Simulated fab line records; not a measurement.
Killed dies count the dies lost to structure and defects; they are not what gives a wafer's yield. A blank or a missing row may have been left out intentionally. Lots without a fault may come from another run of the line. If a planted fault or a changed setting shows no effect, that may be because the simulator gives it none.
Code-filled problem report in 8D (eight disciplines) form | flow sky130 | the parts of the form that need people (team, actions taken, sign-off) are left out

== 1. PROBLEM STATEMENT ==
Wafers free of any fault read 0.2710 ohm/sq (standard deviation 0.003) for VIA2_W_RS at SKY_VIA2_RS_MEAS_22, against a mean of 0.3017 ohm/sq on 5 wafers of 2 lots. That is +10 standard deviations from the usual mean.
The step: measures by four-point-probe.
First observed at day 39 04:44: wafer L590.2, on film_metro-03. The record holds 30 wafers of 10 lots with a number at this step. Rule for "out", or "out of limits": more than 4 standard deviations from the usual mean. The other wafers with a number count as sound.

== 2. WHAT IT IS AND WHAT IT IS NOT ==
question                    | is                                     | is not
which readings at this step | VIA2_W_RS                              | -
which lots                  | L590, L591                             | L583, L584, L586, L600, L601, L602, L603, L604
which wafers of those lots  | L590.2, L590.6, L591.1, L591.3, L591.6 | L590.1
read on which gauges        | film_metro-03, film_metro-04           | film_metro-01
when                        | from day 39 04:44                      | up to then (10 sound wafers); but 15 sound wafers of L600, L601, L602, L603, L604 came after

== 3. WHAT RULES OUT EACH SUSPECT ==
Counting: if a tool at a process step up to the reading ran every lot that is out, it stays a suspect. Sound lots after the first of them don't rule it out here, since some wafers of a struck lot are sound.
- the gauge at SKY_VIA2_RS_MEAS_22: ruled out. 2 gauges (film_metro-03, film_metro-04) read the wafers that are out.
- cvd_w-02 at SKY_VIA2_CVD_21 (deposits W, target thk 420 nm, time 126.4 s): kept. It processed each lot that is out (first: L590, day 39 04:37); up to then, its last sound lot is L586 (day 37 21:50). Out on those wafers are its own readings of susceptor_temp_C.
- The sound lot-mates ran in chamber 0 of cvd_w-02 at SKY_VIA2_CVD_21, but the wafers that are out ran in chamber 1.
Left after counting: cvd_w-02 at SKY_VIA2_CVD_21.

== 4. THE CAUSE (what the simulator had put in) ==
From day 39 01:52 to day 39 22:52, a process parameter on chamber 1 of cvd_w-02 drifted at SKY_VIA2_CVD_21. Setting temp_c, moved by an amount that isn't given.
Only this tool survived the counting.

== 5. THE CHAIN OF EFFECTS, in route order ==
Each row: a reading where the mean over the struck wafers with a number is more than 3 standard deviations away from the usual. Only readings for which the record gives a usual standard deviation are gone through. hours: the time from each lot's start at the first step in this table that gives one to its start at this step, as a median over the lots. sigmas: the change in usual standard deviations.
hours | step                 | reading          | usual         | on struck wafers | change  | sigmas
0     | SKY_VIA2_CVD_21      | susceptor_temp_C | 400.01 C      | 393.47           | -6.54   | -33
0     | SKY_VIA2_RS_MEAS_22  | VIA2_W_RS        | 0.2710 ohm/sq | 0.3017           | +0.0307 | +10
0     | SKY_VIA2_THK_MEAS_23 | VIA2_W_THK       | 416 nm        | 376              | -40     | -7.9
Process steps it contains:
- SKY_VIA2_CVD_21: deposits W, target thk 420 nm, time 126.4 s.

== 6. HOW IT WOULD HAVE BEEN CAUGHT EARLIER ==
In this record the first reading out of limits at a measuring or inspecting step was taken at day 39 04:44, 3 hours after the fault began at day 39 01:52.
Tool's own readings at SKY_VIA2_CVD_21, susceptor_temp_C: out on all struck wafers the step has rows for; an alarm limit on them would have tripped on the first.
Of the lots that are out (2), L591 began SKY_VIA2_CVD_21 on cvd_w-02 after day 39 04:44. Holding the tool at that time would have saved it.
